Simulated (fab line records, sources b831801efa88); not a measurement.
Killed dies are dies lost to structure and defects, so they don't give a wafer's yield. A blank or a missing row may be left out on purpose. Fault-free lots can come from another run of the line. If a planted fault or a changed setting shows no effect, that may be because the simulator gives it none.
Matching of chambers	flow sky130	SKY_POLY_GATE_ETCH_17 on rieSi-02 has 4 sister chambers
The step etches poly-Si in HBr/Cl2, stops on SiO2, target depth 180 nm, time 70.5 s. 16 wafers are shown with their chamber, then 8 later ones without.

WAFERS WITH THEIR CHAMBER
wafer	chamber	throttleValvePct (%)	oesProductAu (a.u.)
L668.2	2	33.673	0.975
L668.4	0	33.659	0.983
L668.5	0	33.671	0.981
L671.1	3	33.683	0.974
L671.2	2	33.673	0.981
L671.6	1	33.697	0.988
L674.3	1	33.678	0.973
L674.5	1	33.683	0.972
L674.6	2	33.671	0.967
L675.3	3	33.688	0.977
L675.4	2	33.683	0.973
L675.6	3	33.707	0.991
L683.2	2	33.678	0.979
L683.3	0	33.670	0.978
L683.6	3	33.688	0.974
L685.1	0	33.682	0.989

SIGNATURES (means of the wafers above)
reading	chamber 0	chamber 1	chamber 2	chamber 3	scatter within a chamber
throttleValvePct	33.67050	33.68600	33.67560	33.69150	0.00862
oesProductAu	0.98275	0.97767	0.97500	0.97900	0.00673
Rule: a wafer lies at a distance from a chamber equal to the root of the sum of squares, over the readings, of (its reading less the chamber's mean, divided by the reading's scatter). The wafer belongs to the nearest chamber; if the next one is less than 2 further off, it can't be placed. How the scatter is found: for the shown wafers, subtract from each reading the mean of its chamber, square and add these, divide the total by (wafers less chambers), then take the root.

WAFERS WHOSE CHAMBER IS MISSING
wafer	throttleValvePct (%)	oesProductAu (a.u.)
L685.2	33.689	0.985
L685.5	33.688	0.984
L687.1	33.680	0.985
L687.3	33.671	0.990
L687.6	33.693	0.990
L689.1	33.667	0.973
L689.4	33.680	0.978
L689.6	33.677	0.988

THE CHAMBER EACH PASSED THROUGH
wafer	from the rows above	in truth
L685.2	can't be placed: 3 or 1 or 2 or 0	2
L685.5	can't be placed: 3 or 1 or 2 or 0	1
L687.1	can't be placed: 0 or 1 or 2 or 3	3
L687.3	can't be placed: 0 or 2 or 1 or 3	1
L687.6	can't be placed: 3 or 1 or 0 or 2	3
L689.1	can't be placed: 2 or 0 or 1 or 3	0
L689.4	can't be placed: 2 or 1 or 0 or 3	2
L689.6	can't be placed: 0 or 1 or 2 or 3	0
0 of 8 placed correctly. Cannot be placed on the basis of these rows: 8; the candidates contain the true chamber in 8. Placed wrongly: 0.
